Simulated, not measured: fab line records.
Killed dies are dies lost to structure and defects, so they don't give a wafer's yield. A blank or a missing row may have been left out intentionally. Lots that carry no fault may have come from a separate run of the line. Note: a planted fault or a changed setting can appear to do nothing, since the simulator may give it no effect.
One fault through the eyes of 2 desks :: flow sky130 :: each desk has only its own numbers; what lay behind them comes last

THE METROLOGY DESK
Means of the sampled wafers that have a number, per lot and without regard to the tool the lot ran on: this is what the gauges read. Any lot whose mean is over 4 standard deviations away from the usual mean is out of limits and marked OUT; that distance is given in the brackets.
Columns: A = cd-nm at SKY_FIELD_ISO_CD_MEAS_13, usual 150.0 nm
lot: L437
first seen here: day 2 06:56
A: 148.8

lot: L439
first seen here: day 2 15:44
A: 150.2

lot: L441
first seen here: day 3 01:56
A: 149.5

lot: L445
first seen here: day 3 22:38
A: 149.5

lot: L447
first seen here: day 4 08:25
A: 150.1

lot: L457
first seen here: day 6 11:46
A: 149.9

lot: L460
first seen here: day 7 06:19
A: 150.2
This desk's verdict: no lot among the 7 shows anything out of limits.

DESK OF THE TOOL OWNER: rie-si-02
The tool's own readings at SKY_FIELD_ISO_ETCH_17 (etches Si in HBr/Cl2/O2, target depth 342 nm, time 97.7 s): means of the sampled wafers that have a number, for each lot that ran on this tool. Any lot whose mean is over 4 standard deviations away from the usual mean is out of limits and marked OUT; that distance is given in the brackets.
Columns: A = drypump-motor-current-A at SKY_FIELD_ISO_ETCH_17, usual 5.7 A; B = oes-product-au at SKY_FIELD_ISO_ETCH_17, usual 1.005 a.u.; C = run-length-s at SKY_FIELD_ISO_ETCH_17, usual 125.7 s; D = throttle-valve-pct at SKY_FIELD_ISO_ETCH_17, usual 25.654 %
lot: L437
first seen here: day 2 07:16
A: 5.9
B: 0.995
C: 125.8
D: 25.662

lot: L441
first seen here: day 3 02:14
A: 5.9
B: 0.988
C: 128.5 (+6.7) OUT
D: 25.673

lot: L445
first seen here: day 3 22:58
A: 5.8
B: 1.003
C: 130.9 (+12) OUT
D: 25.657

lot: L447
first seen here: day 4 08:43
A: 5.7
B: 1.003
C: 128.7 (+7.1) OUT
D: 25.661
This desk finds L441, L445, L447 out of limits, L441 being first, at day 3 02:14 (run-length-s at SKY_FIELD_ISO_ETCH_17). L437 stayed within limits.

PUT TOGETHER
On L441, L445, L447, at day 3 02:14, an alarm was possible from the tool owner's desk.
At the metrology desk, nothing out of limits was observed.
The metrology desk has L441, L445, L447 on record, within its limits.
Every lot named ran SKY_FIELD_ISO_ETCH_17 on rie-si-02.

WHAT WAS PUT IN BY THE SIMULATOR
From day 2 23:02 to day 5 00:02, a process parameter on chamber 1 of rie-si-02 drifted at SKY_FIELD_ISO_ETCH_17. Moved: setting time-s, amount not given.
Lots struck among those shown: L441, L445, L447.
Each desk's first reading out of limits, in hours after the fault started: the tool owner's desk, 3.
